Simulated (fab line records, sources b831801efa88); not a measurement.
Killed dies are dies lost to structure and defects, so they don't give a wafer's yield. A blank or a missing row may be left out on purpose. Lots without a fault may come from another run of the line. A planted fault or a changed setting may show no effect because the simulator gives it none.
Problem report in the 8D (eight disciplines) form, filled by code | flow gf180mcu | the parts of the form that need people (team, actions taken, sign-off) are left out

1. THE PROBLEM
MIM_ALCU_RS at GF_MIM_RS_MEAS_10 reads a mean of 0.4667 ohm/sq on 3 wafers of 2 lots; wafers without a fault read 0.1595 ohm/sq with a standard deviation of 0.0021. That is +99 or more standard deviations from the usual mean.
The step: measures by four-point-probe.
First seen on wafer L316.3, day 30 14:20, on film_metro-01. The record holds 33 wafers of 11 lots with a number at this step. Rule for "out", or "out of limits": more than 4 standard deviations from the usual mean. The other wafers with a number count as sound.

2. WHAT IT IS AND WHAT IT IS NOT
question                    | is                     | is not
which readings at this step | MIM_ALCU_RS            | -
which lots                  | L316, L318             | L299, L303, L304, L305, L308, L309, L310, L311, L317
which wafers of those lots  | L316.3, L316.5, L318.6 | L316.6, L318.2, L318.5
read on which gauges        | film_metro-01          | film_metro-02, film_metro-03
when                        | from day 30 14:20      | up to then (25 sound wafers); but 5 sound wafers of L317, L318 came after

3. SUSPECTS, AND WHAT RULES EACH OUT
Counting: a tool at a process step up to the reading stays a suspect if it ran every lot that is out. Sound lots after the first of them don't rule it out here, since some wafers of a struck lot are sound.
- the gauge at GF_MIM_RS_MEAS_10: ruled out. All the wafers that are out were read on film_metro-01, but those of them that GF_MIM_METAL_ETCH_19 has rows for are out there too, on other tools.
- pvd_sputter-04 at GF_MIM_SPUTTER_08 (material AlCu, target thk 200 nm, time 10.6 s): kept. It ran every lot that is out, first L316 (day 30 14:14); its last sound lot up to then is L308 (day 28 05:33).
Left after counting: pvd_sputter-04 at GF_MIM_SPUTTER_08.

4. THE CAUSE (what the simulator had put in)
Process parameter drift: pvd_sputter-04, from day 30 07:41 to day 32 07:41, at GF_MIM_SPUTTER_08. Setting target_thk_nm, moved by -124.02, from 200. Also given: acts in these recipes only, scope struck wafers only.
Counting left only this tool.

5. THE CHAIN OF EFFECTS, in route order
Each row: a reading whose mean over the struck wafers that have a number lies more than 3 standard deviations from the usual. Only readings for which the record gives a usual standard deviation are gone through. hours: the time from each lot's start at the first step in this table that gives one to its start at this step, as a median over the lots. sigmas: the change in usual standard deviations.
hours | step                 | reading            | usual         | on struck wafers | change  | sigmas
0     | GF_MIM_RS_MEAS_10    | MIM_ALCU_RS        | 0.1595 ohm/sq | 0.4667           | +0.3072 | +99 or more
0     | GF_MIM_THK_MEAS_11   | MIM_ALCU_THK       | 199.0 nm      | 72.9             | -126.1  | -47
18    | GF_MIM_METAL_ETCH_19 | oes_product_au     | 0.943 a.u.    | 0.699            | -0.244  | -34
18    | GF_MIM_METAL_ETCH_19 | throttle_valve_pct | 28.281 %      | 28.544           | +0.263  | +27
The process steps in it:
- GF_MIM_METAL_ETCH_19: etches the open film in Cl2/BCl3, stops on Si3N4, target depth 324.5 nm, time 54.1 s.

6. WHAT WOULD HAVE CAUGHT IT SOONER
In this record the first reading out of limits at a measuring or inspecting step was taken at day 30 14:20, 7 hours after the fault began at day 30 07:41.
Of the tool readings at GF_MIM_SPUTTER_08 for which the record gives a usual standard deviation, none was out on any struck wafer, so an alarm limit of 4 standard deviations on them would not have fired.
Of the lots that are out (2), L318 began GF_MIM_SPUTTER_08 on pvd_sputter-04 after day 30 14:20. A hold on the tool at that time would have spared it.
